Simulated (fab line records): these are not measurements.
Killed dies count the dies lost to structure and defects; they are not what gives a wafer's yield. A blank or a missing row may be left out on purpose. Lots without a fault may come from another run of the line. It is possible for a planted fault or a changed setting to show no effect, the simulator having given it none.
Chamber matching | flow gf180mcu | GF_MIM_CVD_05 on pecvd-03: 3 sister chambers
The step deposits Si3N4, target thk 42 nm, time 29.086 s. 6 wafers are shown with their chamber, then 12 later ones without.

WAFERS PAIRED WITH THEIR CHAMBERS
wafer  | chamber | heater power w (W)
L091.1 | 0       | 605
L091.2 | 1       | 788
L091.3 | 2       | 697
L091.4 | 1       | 802
L091.5 | 0       | 605
L091.6 | 2       | 697

WAFERS WITH NO CHAMBER GIVEN
wafer  | heater power w (W)
L093.1 | 610
L093.2 | 576
L093.3 | 838
L093.4 | 640
L093.5 | 580
L093.6 | 833
L094.2 | 704
L094.4 | 764
L094.6 | 627
L095.3 | 594
L095.4 | 761
L095.5 | 609

EACH ONE'S CHAMBER
wafer  | from the rows above | in truth
L093.1 | 0                   | 0
L093.2 | 0                   | 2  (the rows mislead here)
L093.3 | 1                   | 1
L093.4 | 0                   | 0
L093.5 | 0                   | 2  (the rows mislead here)
L093.6 | 1                   | 1
L094.2 | 2                   | 2
L094.4 | 1                   | 1
L094.6 | 0                   | 0
L095.3 | 0                   | 0
L095.4 | 1                   | 1
L095.5 | 0                   | 0
Correctly placed: 10 of 12. Can't be placed from these rows: 0. Placed wrongly: 2.
How it was worked out, from the rows above alone: a wafer's distance from a chamber is the root of the sum, over the readings, of the square of ((its reading less the chamber's mean) divided by the reading's scatter). If the next closest chamber is less than 2 further off than the closest, the wafer can't be placed; otherwise it belongs to the closest. A chamber's mean is the mean of its shown wafers. The scatter: the root of (the sum of the squares of (reading less its chamber's mean) over the shown wafers, divided by (wafers less chambers)).
